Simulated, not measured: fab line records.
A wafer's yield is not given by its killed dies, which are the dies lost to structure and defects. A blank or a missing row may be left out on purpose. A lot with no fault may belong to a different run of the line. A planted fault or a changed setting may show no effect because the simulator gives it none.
fab line records + flow sky130
[record]
- lots = 5
- wafers = 15
- lastDay = 50
route steps=708 shown METAL2@483 PAD_OPEN@708
lots with no fault: from the same line, run without faults
startH: start of the lot's first displayed wafer, in hours after the record's first day + waitH: hours elapsed since this lot's preceding step + " the same as in the row above + L1.1+2: a single row standing in for several wafers + - no value present, or no start provided + * or withheld: withheld + < > ~ a bound
route shown NAME@n: a module of which the file shows steps, and the number in the route of the first + usual: the fault-free wafers' mean and standard deviation + same: alike in all rows + chamber/n: place in a boat + sites: per-site readings + _std_site: how widely they spread, as a standard deviation + _edge_site: mean of outer sites minus mean of inner sites + radiusMm: for every site, how far away it sits from the centre of the wafer + mask NAME#n: copy n + behind: tool/chamber where the wafer was last shaped + hold: what put the lot on hold/how long, in hours/how the hold closed + device: transistor that didn't switch, given as n, p or np + end of line: the route-end tests of the same wafers + where a step has no rows: the recipe by itself + killed: the dies lost at the first sort to structure and to defects; this is not the yield of the wafer + map: shows each die of a wafer: x if killed, . if not, _ if none is there
set.NAME: the setting that was run; set.NAME@STEP: the one run at that earlier step + model.NAME: the simulator's own value behind a step, which no gauge read
a table for each step, a row for each wafer; lots at some steps of the route
services: when a tool's chamber went out of use (startH, in hours from the record's first day, below 0 if earlier), for how many hours, and the reason
[[steps]]
[step SKY_METAL2_SPUTTER_00]
[recipe]
- material = Ti
- targetThkNm = 15
- powerW = 3000
- timeS = 10
- chamberPressurePa = 0.4
[usual]
- throttleValvePct = 29.5/1.1
| lot.wafer | tool          | chamber | startH | waitH | throttleValvePct |
|-----------|---------------|---------|--------|-------|------------------|
| L601.2    | pvdSputter-01 | -       | 797.69 | 0.2   | 29.7             |
| L601.4    | "             | -       | "      | "     | 31.3             |
| L601.5    | "             | -       | "      | "     | 29.7             |
| L605.1    | pvdSputter-04 | -       | 826.43 | 0.1   | 29.3             |
| L605.3    | "             | -       | "      | "     | 30.4             |
| L605.4    | "             | -       | "      | "     | 29.5             |
| L610.2    | pvdSputter-04 | -       | 873.57 | 0.2   | 29.4             |
| L610.4    | "             | -       | "      | "     | 28.6             |
| L610.6    | "             | -       | "      | "     | 29.0             |
| L614.3    | pvdSputter-02 | -       | 900.72 | 0.1   | 30.0             |
| L614.4    | "             | -       | "      | "     | 28.3             |
| L614.5    | "             | -       | "      | "     | 28.1             |
| L620.1    | pvdSputter-04 | -       | 947.33 | 0.1   | 30.6             |
| L620.3    | "             | -       | "      | "     | 29.4             |
| L620.5    | "             | -       | "      | "     | 30.7             |
[step SKY_METAL2_SPUTTER_01]
[recipe]
- material = TiN
- targetThkNm = 20
- powerW = 6500
- timeS = 16.7
- chamberPressurePa = 0.4
[step SKY_METAL2_SPUTTER_02]
[recipe]
- material = AlCu
- targetThkNm = 250
- powerW = 10600
- timeS = 13.3
- chamberPressurePa = 0.4
[usual]
- throttleValvePct = 29.5/1
| lot.wafer | tool          | chamber | startH | waitH | throttleValvePct |
|-----------|---------------|---------|--------|-------|------------------|
| L601.2    | pvdSputter-01 | -       | 797.73 | 0.0   | 29.7             |
| L601.4    | "             | -       | "      | "     | 31.2             |
| L601.5    | "             | -       | "      | "     | 29.7             |
| L605.1    | pvdSputter-04 | -       | 826.48 | 0.0   | 29.2             |
| L605.3    | "             | -       | "      | "     | 30.5             |
| L605.4    | "             | -       | "      | "     | 29.6             |
| L610.2    | pvdSputter-04 | -       | 873.62 | 0.0   | 29.3             |
| L610.4    | "             | -       | "      | "     | 28.8             |
| L610.6    | "             | -       | "      | "     | 29.6             |
| L614.3    | pvdSputter-02 | -       | 900.77 | 0.0   | 30.0             |
| L614.4    | "             | -       | "      | "     | 28.2             |
| L614.5    | "             | -       | "      | "     | 28.7             |
| L620.1    | pvdSputter-04 | -       | 947.38 | 0.0   | 30.4             |
| L620.3    | "             | -       | "      | "     | 29.3             |
| L620.5    | "             | -       | "      | "     | 30.7             |
[step SKY_METAL2_SPUTTER_03]
[recipe]
- material = Ti
- targetThkNm = 5
- powerW = 3000
- timeS = 3.3
- chamberPressurePa = 0.4
[usual]
- throttleValvePct = 29.5/1
| lot.wafer | tool          | chamber | startH | waitH | throttleValvePct |
|-----------|---------------|---------|--------|-------|------------------|
| L601.2    | pvdSputter-01 | -       | 797.76 | 0.0   | 29.9             |
| L601.4    | "             | -       | "      | "     | 31.1             |
| L601.5    | "             | -       | "      | "     | 29.8             |
| L605.1    | pvdSputter-04 | -       | 826.50 | 0.0   | 29.3             |
| L605.3    | "             | -       | "      | "     | 30.7             |
| L605.4    | "             | -       | "      | "     | 29.4             |
| L610.2    | pvdSputter-04 | -       | 873.64 | 0.0   | 29.4             |
| L610.4    | "             | -       | "      | "     | 28.6             |
| L610.6    | "             | -       | "      | "     | 29.1             |
| L614.3    | pvdSputter-02 | -       | 900.79 | 0.0   | 30.1             |
| L614.4    | "             | -       | "      | "     | 28.3             |
| L614.5    | "             | -       | "      | "     | 28.5             |
| L620.1    | pvdSputter-04 | -       | 947.40 | 0.0   | 30.7             |
| L620.3    | "             | -       | "      | "     | 29.4             |
| L620.5    | "             | -       | "      | "     | 30.6             |
[step SKY_METAL2_SPUTTER_04]
[recipe]
- material = TiN
- targetThkNm = 70
- powerW = 6500
- timeS = 58.3
- chamberPressurePa = 0.4
[usual]
- throttleValvePct = 29.5/1
| lot.wafer | tool          | chamber | startH | waitH | throttleValvePct |
|-----------|---------------|---------|--------|-------|------------------|
| L601.2    | pvdSputter-01 | -       | 797.78 | 0.0   | 30.1             |
| L601.4    | "             | -       | "      | "     | 31.2             |
| L601.5    | "             | -       | "      | "     | 29.9             |
| L605.1    | pvdSputter-04 | -       | 826.52 | 0.0   | 29.3             |
| L605.3    | "             | -       | "      | "     | 30.6             |
| L605.4    | "             | -       | "      | "     | 29.6             |
| L610.2    | pvdSputter-04 | -       | 873.66 | 0.0   | 29.4             |
| L610.4    | "             | -       | "      | "     | 29.1             |
| L610.6    | "             | -       | "      | "     | 29.4             |
| L614.3    | pvdSputter-02 | -       | 900.81 | 0.0   | 30.1             |
| L614.4    | "             | -       | "      | "     | 28.6             |
| L614.5    | "             | -       | "      | "     | 28.3             |
| L620.1    | pvdSputter-04 | -       | 947.42 | 0.0   | 30.5             |
| L620.3    | "             | -       | "      | "     | 29.4             |
| L620.5    | "             | -       | "      | "     | 30.6             |
[step SKY_METAL2_RS_MEAS_05]
[recipe]
- thkMeasGauge = four-point-probe
- reads = TiN_of_METAL2_SPUTTER_04+Ti_of_METAL2_SPUTTER_03+AlCu_of_METAL2_SPUTTER_02+TiN_of_METAL2_SPUTTER_01+Ti_of_METAL2_SPUTTER_00
[usual]
- METAL2_ALCU_RS = 0.1262/0.0015
| lot.wafer | tool         | chamber | startH | waitH | METAL2_ALCU_RS[ohm/sq] |
|-----------|--------------|---------|--------|-------|------------------------|
| L601.2    | filmMetro-01 | -       | 797.84 | 0.0   | 0.1241                 |
| L601.4    | "            | -       | "      | "     | 0.1240                 |
| L601.5    | "            | -       | "      | "     | 0.1251                 |
| L605.1    | filmMetro-03 | -       | 826.57 | 0.0   | 0.1266                 |
| L605.3    | "            | -       | "      | "     | 0.1272                 |
| L605.4    | "            | -       | "      | "     | 0.1253                 |
| L610.2    | filmMetro-03 | -       | 873.73 | 0.0   | 0.1264                 |
| L610.4    | "            | -       | "      | "     | 0.1271                 |
| L610.6    | "            | -       | "      | "     | 0.1276                 |
| L614.3    | filmMetro-01 | -       | 900.90 | 0.1   | 0.1244                 |
| L614.4    | "            | -       | "      | "     | 0.1247                 |
| L614.5    | "            | -       | "      | "     | 0.1236                 |
| L620.1    | filmMetro-03 | -       | 947.47 | 0.0   | 0.1289                 |
| L620.3    | "            | -       | "      | "     | 0.1251                 |
| L620.5    | "            | -       | "      | "     | 0.1274                 |
[step SKY_METAL2_THK_MEAS_06]
[recipe]
- thkMeasGauge = xrf
- reads = AlCu_of_METAL2_SPUTTER_02
[usual]
- METAL2_ALCU_THK = 254/3.1
| lot.wafer | tool         | chamber | startH | waitH | METAL2_ALCU_THK[nm] |
|-----------|--------------|---------|--------|-------|---------------------|
| L601.2    | filmMetro-01 | -       | 797.95 | 0.1   | 257                 |
| L601.4    | "            | -       | "      | "     | 260                 |
| L601.5    | "            | -       | "      | "     | 258                 |
| L605.1    | filmMetro-03 | -       | 826.69 | 0.1   | 252                 |
| L605.3    | "            | -       | "      | "     | 252                 |
| L605.4    | "            | -       | "      | "     | 255                 |
| L610.2    | filmMetro-03 | -       | 873.84 | 0.1   | 255                 |
| L610.4    | "            | -       | "      | "     | 251                 |
| L610.6    | "            | -       | "      | "     | 250                 |
| L614.3    | filmMetro-01 | -       | 901.00 | 0.1   | 259                 |
| L614.4    | "            | -       | "      | "     | 258                 |
| L614.5    | "            | -       | "      | "     | 263                 |
| L620.1    | filmMetro-03 | -       | 947.59 | 0.1   | 250                 |
| L620.3    | "            | -       | "      | "     | 257                 |
| L620.5    | "            | -       | "      | "     | 254                 |
[step SKY_METAL2_DEHYDRATE_07]
[recipe]
- tempC = 200
- timeS = 60
[step SKY_METAL2_HMDS_08]
[recipe]
- primeTimeS = 60
- primeTempC = 120
[step SKY_METAL2_COAT_09]
[recipe]
- resist = BARC
- tempC = withheld
- timeS = withheld
- spinRpm = 3000
- resistThkNm = 60
[step SKY_METAL2_COAT_10]
[recipe]
- resist = KrF-thick
- spinRpm = 3000
- resistThkNm = 450
[step SKY_METAL2_SOFTBAKE_11]
[recipe]
- tempC = 100
- timeS = 90
- resist = KrF-thick
[step SKY_METAL2_EXPOSE_12]
[recipe]
- maskId = MM2
- na = 0.8
- sourceShape = annular
- sigmaInner = 0.55
- sigmaOuter = 0.85
- targetCdNm = 140
- doseMj = 28
[usual]
- exposureDoseMJCm2 = 28.22/0.27
| lot.wafer | tool          | chamber | startH | waitH | mask  | exposureDoseMJCm2 |
|-----------|---------------|---------|--------|-------|-------|-------------------|
| L601.2    | krfScanner-01 | 0       | 812.21 | -     | MM2#0 | 27.96             |
| L601.4    | "             | 0       | "      | "     | MM2#0 | 27.93             |
| L601.5    | "             | 0       | "      | "     | MM2#0 | 27.95             |
| L605.1    | krfScanner-02 | 0       | 840.29 | -     | MM2#0 | 28.43             |
| L605.3    | "             | 0       | "      | "     | MM2#0 | 28.47             |
| L605.4    | "             | 0       | "      | "     | MM2#0 | 28.45             |
| L610.2    | krfScanner-01 | 0       | 886.99 | -     | MM2#0 | 27.31             |
| L610.4    | "             | 0       | "      | "     | MM2#0 | 27.30             |
| L610.6    | "             | 0       | "      | "     | MM2#0 | 27.32             |
| L614.3    | krfScanner-02 | 0       | 913.40 | -     | MM2#0 | 28.49             |
| L614.4    | "             | 0       | "      | "     | MM2#0 | 28.48             |
| L614.5    | "             | 0       | "      | "     | MM2#0 | 28.49             |
| L620.1    | krfScanner-02 | 0       | 960.66 | -     | MM2#0 | 28.41             |
| L620.3    | "             | 0       | "      | "     | MM2#0 | 28.48             |
| L620.5    | "             | 0       | "      | "     | MM2#0 | 28.49             |
[step SKY_METAL2_PEB_13]
[recipe]
- pebTempC = withheld
- pebTimeS = withheld
- resist = KrF-thick
[step SKY_METAL2_DEVELOP_14]
[recipe]
- developTimeS = 60
- resist = KrF-thick
- devTempC = 21
[step SKY_METAL2_CD_MEAS_15]
[recipe]
- targetCdNm = 140
[usual]
- cdNm = 139.5/1.4
| lot.wafer | tool     | chamber | startH | waitH | hold                    | cdNm  |
|-----------|----------|---------|--------|-------|-------------------------|-------|
| L601.2    | cdSem-02 | -       | 825.33 | -     | -                       | 138.1 |
| L601.4    | "        | -       | "      | "     | -                       | 137.6 |
| L601.5    | "        | -       | "      | "     | -                       | 136.9 |
| L605.1    | cdSem-01 | -       | 853.52 | -     | -                       | 139.5 |
| L605.3    | "        | -       | "      | "     | -                       | 139.4 |
| L605.4    | "        | -       | "      | "     | -                       | 139.6 |
| L610.2    | cdSem-02 | -       | 900.13 | -     | awaitDispo/0.2h/release | 145.0 |
| L610.4    | "        | -       | "      | "     | awaitDispo/0.2h/release | 145.3 |
| L610.6    | "        | -       | "      | "     | awaitDispo/0.2h/release | 145.3 |
| L610.2    | cdSem-02 | -       | 900.42 | 0.3   | -                       | 144.8 |
| L610.4    | "        | -       | "      | "     | -                       | 145.6 |
| L610.6    | "        | -       | "      | "     | -                       | 145.1 |
| L614.3    | cdSem-02 | -       | 925.81 | -     | -                       | 138.2 |
| L614.4    | "        | -       | "      | "     | -                       | 138.8 |
| L614.5    | "        | -       | "      | "     | -                       | 138.9 |
| L620.1    | cdSem-02 | -       | 972.42 | -     | -                       | 141.2 |
| L620.3    | "        | -       | "      | "     | -                       | 142.0 |
| L620.5    | "        | -       | "      | "     | -                       | 141.5 |
[step SKY_METAL2_OVL_MEAS_16]
[usual]
- METAL2_OVL = 0/6.1
| lot.wafer | tool       | chamber | startH | waitH | hold                    | METAL2_OVL[nm] |
|-----------|------------|---------|--------|-------|-------------------------|----------------|
| L601.2    | overlay-01 | -       | 825.43 | 0.1   | -                       | 5              |
| L601.4    | "          | -       | "      | "     | -                       | 3              |
| L601.5    | "          | -       | "      | "     | -                       | 0              |
| L605.1    | overlay-01 | -       | 853.64 | 0.1   | -                       | -11            |
| L605.3    | "          | -       | "      | "     | -                       | -15            |
| L605.4    | "          | -       | "      | "     | -                       | -4             |
| L610.2    | overlay-01 | -       | 901.30 | 0.9   | awaitDispo/0.8h/release | 6              |
| L610.4    | "          | -       | "      | "     | awaitDispo/0.8h/release | 2              |
| L610.6    | "          | -       | "      | "     | awaitDispo/0.8h/release | 7              |
| L614.3    | overlay-01 | -       | 925.90 | 0.1   | -                       | -12            |
| L614.4    | "          | -       | "      | "     | -                       | -2             |
| L614.5    | "          | -       | "      | "     | -                       | -11            |
| L620.1    | overlay-02 | -       | 972.54 | 0.1   | -                       | 12             |
| L620.3    | "          | -       | "      | "     | -                       | 11             |
| L620.5    | "          | -       | "      | "     | -                       | 10             |
[step SKY_METAL2_DESCUM_17]
[recipe]
- chemistry = O2
- sourcePowerW = 150
- biasPowerW = 0
- pressureMtorr = 10
- tempC = 40
- timeS = 8
[usual]
- drypumpMotorCurrentA = 5.7/0.35
- oesProductAu = 1.004/0.011
| lot.wafer | tool        | chamber | startH | waitH | drypumpMotorCurrentA | oesProductAu | rfHoursCounterH | model.METAL2.cdNm |
|-----------|-------------|---------|--------|-------|----------------------|--------------|-----------------|-------------------|
| L601.2    | rieMetal-04 | 1       | 825.46 | 0.0   | 5.2                  | 0.995        | 5               | 137.5             |
| L601.4    | "           | 1       | "      | "     | 5.2                  | 0.994        | -               | 137.2             |
| L601.5    | "           | 1       | "      | "     | 5.2                  | 0.998        | -               | 136.4             |
| L605.1    | rieMetal-01 | 1       | 853.68 | 0.0   | 5.9                  | 1.022        | 11              | 139.6             |
| L605.3    | "           | 0       | "      | "     | 5.7                  | 1.012        | -               | 139.4             |
| L605.4    | "           | 1       | "      | "     | 5.9                  | 1.019        | -               | 139.2             |
| L610.2    | rieMetal-04 | 0       | 901.33 | 0.0   | 5.5                  | 1.000        | 13              | 143.8             |
| L610.4    | "           | 1       | "      | "     | 5.2                  | 0.999        | -               | 145.3             |
| L610.6    | "           | 1       | "      | "     | 5.2                  | 0.988        | -               | 145.1             |
| L614.3    | rieMetal-03 | 1       | 925.93 | 0.0   | 6.3                  | 0.993        | -               | 138.5             |
| L614.4    | "           | 0       | "      | "     | 5.5                  | 0.999        | -               | 138.5             |
| L614.5    | "           | 0       | "      | "     | 5.5                  | 0.998        | -               | 138.9             |
| L620.1    | rieMetal-01 | 0       | 972.57 | 0.0   | 5.7                  | 1.006        | 13              | 141.2             |
| L620.3    | "           | 0       | "      | "     | 5.7                  | 1.000        | -               | 141.8             |
| L620.5    | "           | 1       | "      | "     | 5.9                  | 1.021        | -               | 142               |
[step SKY_METAL2_ETCH_18]
[recipe]
- chemistry = N2/H2
- target = BARC
- ionEnergyEv = 200
- biasW = 100
- pressureMtorr = 30
- n2FlowSccm = 100
- h2FlowSccm = 200
- icpW = 500
- stopOn = SiO2
- timeS = 45.9
- targetDepthA = 600
[step SKY_METAL2_METAL_ETCH_19]
[recipe]
- targetDepthA = 3600
- stopOn = SiO2
- overEtchFrac = 0.3
- timeS = 78
- chemistry = Cl2/BCl3
- resistSidewallDeg = 88
- pressureMtorr = 10
- icpW = 900
- biasW = 48.5
- Cl2_flow_sccm = 60
- bcl3FlowSccm = 30
[usual]
- biasW = 48.52/0.15
- drypumpMotorCurrentA = 5.7/0.34
- oesProductAu = 0.856/0.006
- throttleValvePct = 22.265/0.0094
| lot.wafer | tool        | chamber | startH | waitH | biasW | drypumpMotorCurrentA | oesProductAu | rfHoursCounterH | throttleValvePct | model.METAL2.cdNm |
|-----------|-------------|---------|--------|-------|-------|----------------------|--------------|-----------------|------------------|-------------------|
| L601.2    | rieMetal-04 | 1       | 825.56 | 0.0   | 48.45 | 5.2                  | 0.861        | 5               | 22.257           | 139.9             |
| L601.4    | "           | 1       | "      | "     | 48.25 | 5.2                  | 0.861        | -               | 22.259           | 139               |
| L601.5    | "           | 1       | "      | "     | 48.42 | 5.2                  | 0.853        | -               | 22.268           | 138.6             |
| L605.1    | rieMetal-01 | 1       | 853.77 | 0.0   | 48.55 | 5.9                  | 0.854        | 11              | 22.272           | 136.4             |
| L605.3    | "           | 0       | "      | "     | 48.65 | 5.7                  | 0.852        | -               | 22.272           | 138.2             |
| L605.4    | "           | 1       | "      | "     | 48.62 | 5.9                  | 0.859        | -               | 22.268           | 138.7             |
| L610.2    | rieMetal-04 | 0       | 901.42 | 0.0   | 48.75 | 5.4                  | 0.856        | 13              | 22.274           | 142.7             |
| L610.4    | "           | 1       | "      | "     | 48.50 | 5.2                  | 0.856        | -               | 22.271           | 147.1             |
| L610.6    | "           | 1       | "      | "     | 48.56 | 5.2                  | 0.857        | -               | 22.249           | 147.2             |
| L614.3    | rieMetal-03 | 1       | 926.05 | 0.1   | 48.66 | 6.3                  | 0.857        | -               | 22.275           | 136.5             |
| L614.4    | "           | 0       | "      | "     | 48.23 | 5.5                  | 0.860        | -               | 22.257           | 136.8             |
| L614.5    | "           | 0       | "      | "     | 48.42 | 5.5                  | 0.871        | -               | 22.275           | 137.9             |
| L620.1    | rieMetal-01 | 0       | 972.67 | 0.0   | 48.26 | 5.7                  | 0.848        | 13              | 22.263           | 141.4             |
| L620.3    | "           | 0       | "      | "     | 48.36 | 5.7                  | 0.855        | -               | 22.272           | 141.4             |
| L620.5    | "           | 1       | "      | "     | 48.44 | 5.8                  | 0.854        | -               | 22.262           | 140.2             |
[step SKY_METAL2_STRIP_20]
[recipe]
- chemistry = O2/N2
- powerW = 1400
- pressureMtorr = 1500
- platenTempC = withheld
- o2FlowSccm = 3000
- n2FlowSccm = 300
- overashFraction = 0.5
[usual]
- drypumpMotorCurrentA = 5.2/0.45
- oesProductAu = 0.342/0.0048
- stripTimeToEndpointS = 2.68/0.052
| lot.wafer | tool           | chamber | startH | waitH | drypumpMotorCurrentA | oesProductAu | rfHoursCounterH | stripTimeToEndpointS |
|-----------|----------------|---------|--------|-------|----------------------|--------------|-----------------|----------------------|
| L601.2    | plasmaAsher-01 | 1       | 825.65 | 0.1   | 4.6                  | 0.346        | 69              | 2.74                 |
| L601.4    | "              | 1       | "      | "     | 4.7                  | 0.342        | -               | 2.71                 |
| L601.5    | "              | 0       | "      | "     | 5.9                  | 0.341        | -               | 2.72                 |
| L605.1    | plasmaAsher-04 | 0       | 853.86 | 0.1   | 4.9                  | 0.343        | 11              | 2.59                 |
| L605.3    | "              | 1       | "      | "     | 5.2                  | 0.343        | -               | 2.65                 |
| L605.4    | "              | 0       | "      | "     | 4.9                  | 0.344        | -               | 2.60                 |
| L610.2    | plasmaAsher-01 | 0       | 901.51 | 0.1   | 5.9                  | 0.336        | 76              | 2.61                 |
| L610.4    | "              | 1       | "      | "     | 4.6                  | 0.340        | -               | 2.72                 |
| L610.6    | "              | 0       | "      | "     | 5.9                  | 0.338        | -               | 2.70                 |
| L614.3    | plasmaAsher-01 | 0       | 926.14 | 0.1   | 5.9                  | 0.349        | -               | 2.72                 |
| L614.4    | "              | 1       | "      | "     | 4.7                  | 0.344        | -               | 2.69                 |
| L614.5    | "              | 0       | "      | "     | 5.9                  | 0.338        | -               | 2.70                 |
| L620.1    | plasmaAsher-04 | 0       | 972.76 | 0.1   | 4.9                  | 0.340        | 23              | 2.72                 |
| L620.3    | "              | 1       | "      | "     | 5.2                  | 0.342        | -               | 2.66                 |
| L620.5    | "              | 1       | "      | "     | 5.2                  | 0.339        | -               | 2.61                 |
[step SKY_PAD_OPEN_PROBE_99]
[usual]
- defectLimitedYield = 82.3/1.8
- killed_at_M0_to_M3 = 43/6
- killed_at_M4_up = 3.2/1.9
- killedAtContacts = 25/5.4
- killedAtFrontEnd = 15/4.5
- killedAtOther = 0.3/0.59
- killedDies = 87/8.7
- killedOnRim = 17/3.5
- killedOpen = 47/6.7
- killedShort = 39/5.7
- sort_bin_3_pad_short = 0.9/0.43
- sort_bin_5_function = 10.4/1.4
- sort_bin_6_memory = 6.4/1.2
- sortNPass = 405/8.7
- sortYieldPct = 82.3/1.8
[same]
- grossDies = 492
- killedAtBackSide = 0
- sort_bin_4_leakage[%] = 0
- sort_bin_8_speed[%] = 0
| lot.wafer | tool      | chamber | startH  | waitH | defectLimitedYield[%] | killed_at_M0_to_M3 | killed_at_M4_up | killedAtContacts | killedAtFrontEnd | killedAtOther | killedDies | killedOnRim | killedOpen | killedShort | sort_bin_3_pad_short[%] | sort_bin_5_function[%] | sort_bin_6_memory[%] | sortNPass | sortYieldPct[%] |
|-----------|-----------|---------|---------|-------|-----------------------|--------------------|-----------------|------------------|------------------|---------------|------------|-------------|------------|-------------|-------------------------|------------------------|----------------------|-----------|-----------------|
| L601.2    | prober-01 | -       | 1084.74 | 0.1   | 82.7                  | 43                 | 5               | 17               | 19               | 1             | 85         | 14          | 43         | 40          | 0.6                     | 7.5                    | 9.1                  | 407       | 82.7            |
| L601.4    | prober-01 | -       | 1084.84 | 0.2   | 81.3                  | 43                 | 5               | 26               | 18               | 0             | 92         | 19          | 45         | 47          | 1.2                     | 10.2                   | 7.3                  | 400       | 81.3            |
| L601.5    | prober-01 | -       | 1084.89 | 0.2   | 81.7                  | 40                 | 4               | 25               | 19               | 2             | 90         | 18          | 45         | 43          | 0.6                     | 11.6                   | 6.1                  | 402       | 81.7            |
| L605.1    | prober-01 | -       | 1106.27 | 0.1   | 82.9                  | 48                 | 3               | 19               | 14               | 0             | 84         | 15          | 44         | 40          | 0.2                     | 9.8                    | 7.1                  | 408       | 82.9            |
| L605.3    | prober-01 | -       | 1106.37 | 0.2   | 79.3                  | 51                 | 3               | 35               | 13               | 0             | 102        | 21          | 59         | 43          | 1.2                     | 12.8                   | 6.7                  | 390       | 79.3            |
| L605.4    | prober-01 | -       | 1106.42 | 0.2   | 81.5                  | 45                 | 6               | 22               | 18               | 0             | 91         | 17          | 41         | 50          | 1.4                     | 11.4                   | 5.7                  | 401       | 81.5            |
| L610.4    | prober-02 | -       | 1140.21 | 0.2   | 82.5                  | 47                 | 1               | 27               | 11               | 0             | 86         | 16          | 49         | 36          | 0.4                     | 10.4                   | 6.7                  | 406       | 82.5            |
| L610.6    | prober-02 | -       | 1140.31 | 0.2   | 81.3                  | 37                 | 3               | 29               | 23               | 0             | 92         | 22          | 44         | 48          | 0.4                     | 11.6                   | 6.7                  | 400       | 81.3            |
| L614.3    | prober-02 | -       | 1161.59 | 0.2   | 80.7                  | 39                 | 4               | 28               | 24               | 0             | 95         | 22          | 51         | 44          | 0.8                     | 12.0                   | 6.5                  | 397       | 80.7            |
| L614.4    | prober-02 | -       | 1161.64 | 0.2   | 82.3                  | 47                 | 6               | 19               | 15               | 0             | 87         | 15          | 44         | 43          | 0.8                     | 10.4                   | 6.5                  | 405       | 82.3            |
| L614.5    | prober-02 | -       | 1161.69 | 0.2   | 83.3                  | 44                 | 5               | 21               | 12               | 0             | 82         | 15          | 38         | 44          | 0.4                     | 10.4                   | 5.9                  | 410       | 83.3            |
// killed by level:class
L601.2 VIA2:geometricParticle:open=8 CONTACT:geometricParticle:open=7 VIA1:geometricParticle:short=7 VIA1:geometricParticle:open=7 METAL2:geometricParticle:short=6 LI_CONTACT:geometricParticle:open=5 FIELD_ISO:geometricParticle:short=4 FIELD_ISO:geometricParticle:open=4
L601.4 VIA1:geometricParticle:open=12 CONTACT:geometricParticle:open=8 POLY_GATE:geometricParticle:open=7 LI_CONTACT:geometricParticle:open=6 CONTACT:geometricParticle:short=6 VIA2:geometricParticle:short=5 FIELD_ISO:geometricParticle:short=4 METAL4:geometricParticle:short=4
L601.5 CONTACT:geometricParticle:open=12 METAL1:geometricParticle:short=9 VIA1:geometricParticle:open=8 POLY_GATE:geometricParticle:open=7 FIELD_ISO:geometricParticle:open=6 METAL2:geometricParticle:short=6 CONTACT:geometricParticle:short=6 METAL3:geometricParticle:short=4
L605.1 VIA3:geometricParticle:open=11 CONTACT:geometricParticle:open=8 METAL1:geometricParticle:short=6 VIA3:geometricParticle:short=6 FIELD_ISO:geometricParticle:open=5 POLY_GATE:geometricParticle:short=5 VIA1:geometricParticle:open=5 VIA1:geometricParticle:short=5
L605.3 VIA1:geometricParticle:open=20 LI_CONTACT:geometricParticle:open=12 VIA3:geometricParticle:open=8 VIA1:geometricParticle:short=7 CONTACT:geometricParticle:short=6 CONTACT:geometricParticle:open=6 LI_CONTACT:geometricParticle:short=5 LOCAL_INTERCONNECT:geometricParticle:short=5
L605.4 VIA1:geometricParticle:open=10 VIA3:geometricParticle:open=9 FIELD_ISO:geometricParticle:short=8 METAL1:geometricParticle:short=8 LI_CONTACT:geometricParticle:open=7 CONTACT:geometricParticle:open=5 METAL2:geometricParticle:short=5 LI_CONTACT:geometricParticle:short=4
L610.4 VIA1:geometricParticle:open=13 LI_CONTACT:geometricParticle:open=8 CONTACT:geometricParticle:open=8 METAL1:geometricParticle:short=7 VIA3:geometricParticle:open=7 VIA2:geometricParticle:open=6 FIELD_ISO:geometricParticle:short=5 LOCAL_INTERCONNECT:geometricParticle:short=5
L610.6 FIELD_ISO:geometricParticle:short=10 CONTACT:geometricParticle:open=10 FIELD_ISO:geometricParticle:open=7 LI_CONTACT:geometricParticle:open=7 METAL1:geometricParticle:short=7 VIA3:geometricParticle:open=7 CONTACT:geometricParticle:short=6 LOCAL_INTERCONNECT:geometricParticle:short=4
L614.3 VIA1:geometricParticle:open=11 CONTACT:geometricParticle:open=10 FIELD_ISO:geometricParticle:short=6 METAL3:geometricParticle:short=6 FIELD_ISO:geometricParticle:open=5 LI_CONTACT:geometricParticle:open=5 VIA2:geometricParticle:open=4 POLY_GATE:geometricParticle:open=4
L614.4 VIA1:geometricParticle:open=10 CONTACT:geometricParticle:open=8 VIA3:geometricParticle:open=8 VIA1:geometricParticle:short=6 FIELD_ISO:geometricParticle:short=5 CONTACT:geometricParticle:short=5 METAL4:geometricParticle:short=5 POLY_GATE:geometricParticle:open=4
L614.5 VIA1:geometricParticle:open=8 VIA2:geometricParticle:open=7 CONTACT:geometricParticle:open=6 METAL1:geometricParticle:short=6 LI_CONTACT:geometricParticle:open=5 LOCAL_INTERCONNECT:geometricParticle:short=5 CONTACT:geometricParticle:short=5 METAL4:geometricParticle:short=4
[[services]]
| tool           | chamber | startH | hours | kind        |
|----------------|---------|--------|-------|-------------|
| pvdSputter-01  | -       | 786.14 | 1.7   | repair      |
| krfScanner-02  | -       | 795.13 | 2.1   | repair      |
| krfScanner-01  | -       | 802.96 | 1.0   | pm          |
| plasmaAsher-01 | -       | 805.76 | 2.8   | pm          |
| krfScanner-01  | -       | 807.23 | 0.5   | repair      |
| plasmaAsher-01 | -       | 833.46 | 3.6   | repair      |
| krfScanner-02  | -       | 833.74 | 0.8   | pm          |
| krfScanner-02  | -       | 836.14 | 0.8   | pm          |
| rieMetal-04    | -       | 842.63 | 0.7   | repair      |
| krfScanner-02  | -       | 844.14 | 1.3   | pm          |
| pvdSputter-01  | -       | 853.43 | 13.4  | repair      |
| krfScanner-02  | -       | 862.43 | 1.0   | pm          |
| pvdSputter-02  | -       | 863.63 | 7.7   | repair      |
| krfScanner-02  | 0       | 863.82 | -     | calibration |
| rieMetal-04    | 0       | 882.02 | 5.4   | repair      |
| krfScanner-02  | -       | 888.61 | 4.4   | pm          |
| krfScanner-02  | -       | 897.02 | 0.3   | repair      |
| krfScanner-01  | -       | 900.54 | 0.8   | pm          |
| krfScanner-01  | -       | 916.35 | 1.3   | pm          |
| krfScanner-02  | -       | 919.18 | 0.3   | repair      |
| pvdSputter-01  | -       | 921.39 | 1.7   | repair      |
| krfScanner-01  | -       | 942.21 | 36.0  | pm          |
| rieMetal-04    | -       | 950.01 | 14.6  | pm          |
| pvdSputter-01  | -       | 967.40 | 4.0   | repair      |
[[key]]
[firstSign]
- step = SKY_METAL2_EXPOSE_12
- reading = exposureDoseMJCm2
- direction = down
- sigmas = 3.4
- usual = *
- struck = *
[effect]
- step = SKY_METAL2_CD_MEAS_15
- reading = visit
- direction = added
[modelEffect]
- step = SKY_METAL2_DESCUM_17
- value = METAL2.cdNm
- without = 140.3
- struck = 144.8
[modelEffect]
- step = SKY_METAL2_METAL_ETCH_19
- value = METAL2.cdNm
- without = 141.3
- struck = 145.7
metAt SKY_METAL2_EXPOSE_12
struckWafers L610.2,L610.4,L610.6
onsetBetween 812.21 886.99
[fault]
- kind = processParameterDrift
- tool = krfScanner-01
- chamber = -
- onsetH = 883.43
- steps = SKY_METAL2_EXPOSE_12
- channel = doseMj
- offset = -0.63181
- shape = step
- actsIn = theseRecipesOnly
- stated = 28
